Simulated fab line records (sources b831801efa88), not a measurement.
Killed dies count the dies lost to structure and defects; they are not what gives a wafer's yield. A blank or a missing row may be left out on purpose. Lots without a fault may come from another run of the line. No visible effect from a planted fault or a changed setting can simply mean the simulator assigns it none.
Split-lot trial ; flow sfq_line ; on a route of 325 steps: 5 lots, 23 wafers read

== THE SPLIT ==
At SFQ_TRILAYER_I7_VIA_LITHO_EXPOSE_188 (exposes mask I7, target cd 1000 nm), the setting dose_mj was moved away from the recipe's 21.3 on 7 of the 23 wafers read, by -3.8% to -3.3%. All remaining wafers had this setting at the recipe value.

== FROM THE SPLIT TO THE READING: what the file shows between them, 3 steps ==
- SFQ_TRILAYER_I7_VIA_LITHO_PEB_190: peb time 60 s
- SFQ_TRILAYER_I7_VIA_LITHO_DEVELOP_189: time 60 s
- SFQ_TRILAYER_I7_VIA_BARC_OPEN_VIA_ETCH_260: etches BARC in O2, target depth 125 nm, time 41.7 s

== THE READING ==
I7.cd_nm (the simulator's own value, which no gauge read), in nm, at SFQ_TRILAYER_I7_VIA_ETCH_VIA_ETCH_190 (etches SiO2 in CHF3, stops on Nb, target depth 260 nm). The file gives no usual value for it. Here, 16 wafers ran the recipe; their average is 980.8 nm with a standard deviation of 2.5 nm.

wafer;tool, chamber at the split;dose_mj as run;against the recipe;I7.cd_nm, nm;against lot-mates on the recipe
L075.1;krf_scanner-02, 0;21.3;recipe;980.7;-
L075.5;krf_scanner-02, 0;21.3;recipe;981.2;-
L075.6;krf_scanner-02, 0;21.3;recipe;979.7;-
L080.1;krf_scanner-02, 0;21.3;recipe;976.4;-
L080.2;krf_scanner-02, 0;21.3;recipe;982.7;-
L080.3;krf_scanner-02, 0;21.3;recipe;981.8;-
L080.4;krf_scanner-02, 0;21.3;recipe;978.3;-
L080.5;krf_scanner-02, 0;21.3;recipe;982;-
L081.2;krf_scanner-02, 0;20.59;-3.3%;972.1;-4.5
L081.3;krf_scanner-02, 0;20.59;-3.3%;972.1;-4.5
L081.4;krf_scanner-02, 0;21.3;recipe;976.1;-
L081.5;krf_scanner-02, 0;20.59;-3.3%;972.3;-4.3
L081.6;krf_scanner-02, 0;21.3;recipe;977.1;-
L083.2;krf_scanner-02, 0;21.3;recipe;983;-
L083.3;krf_scanner-02, 0;20.56;-3.5%;977.2;-5.4
L083.4;krf_scanner-02, 0;20.56;-3.5%;973.2;-9.4
L083.5;krf_scanner-02, 0;21.3;recipe;981;-
L083.6;krf_scanner-02, 0;21.3;recipe;983.7;-
L085.1;krf_scanner-02, 0;20.49;-3.8%;973.8;-9.0
L085.2;krf_scanner-02, 0;21.3;recipe;981.6;-
L085.4;krf_scanner-02, 0;21.3;recipe;984.3;-
L085.5;krf_scanner-02, 0;20.49;-3.8%;976.9;-5.9
L085.6;krf_scanner-02, 0;21.3;recipe;982.5;-

FIT RESULTS
A straight line over all 23 wafers: I7.cd_nm changes by +1.91 nm for each +1% of dose_mj; r = +0.79; the points scatter about the line by 2.5 nm.
The same after taking each lot's own level away (the mean of its wafers on the recipe; 23 wafers): +1.77 nm for each +1%; r = +0.87; scatter 1.7 nm.
The reading moves by 6.7 nm for the largest change in dose_mj, on that fit.
The span of the lots' own levels, 976.60 to 982.80 nm, comes to 2.5 times the standard deviation stated above.
So the lot-to-lot level blurs the effect unless lot-mates are compared.
Check: with one of the wafers moved furthest among these (-3.8%) left out of the fit, the line predicts -6.24 nm for it against its lot-mates. Against them it came out at -9 nm.

== THESE WAFERS: OTHER SPLITS ==
Note: prior to the reading, these wafers also went through further splits. Each is held against what the fit with the lots' levels taken away leaves over:
other split on the same wafers;wafers away from the commonest value;r with I7.cd_nm (lot level and that fit taken away)
SFQ_TRILAYER_C5_BARC_OPEN_VIA_ETCH_210 source_w;7;+0.28
SFQ_TRILAYER_M6_DEP_SPUTTER_157 time_s;8;+0.08
SFQ_TRILAYER_M6_LITHO_PEB_162 peb_temp_c;11;+0.40
SFQ_TRILAYER_I6_VIA_LITHO_COAT_174 resist_thk_nm;8;-0.13
SFQ_TRILAYER_M7_DEP_SPUTTER_175 time_s;10;+0.31
SFQ_TRILAYER_M7_BARC_OPEN_METAL_ETCH_229 icp_w;6;+0.07

== THE WHOLE CHAIN: every reading that the file lists as answering this split, in the file's order ==
step;what it does;reading;change (the file's fit);r (the file's)
SFQ_TRILAYER_I7_VIA_BARC_OPEN_VIA_ETCH_260;etches BARC in O2, target depth 125 nm, time 41.7 s;I7.cd_nm (the simulator's own value, which no gauge read);+1.69 nm for each +1% of the setting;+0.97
SFQ_TRILAYER_I7_VIA_ETCH_VIA_ETCH_190;etches SiO2 in CHF3, stops on Nb, target depth 260 nm;I7.cd_nm (the simulator's own value, which no gauge read);+1.83 nm for each +1% of the setting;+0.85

== FILE'S OWN FIT ==
I7.cd_nm changes by +1.83 nm for each +1% of dose_mj, r = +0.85.
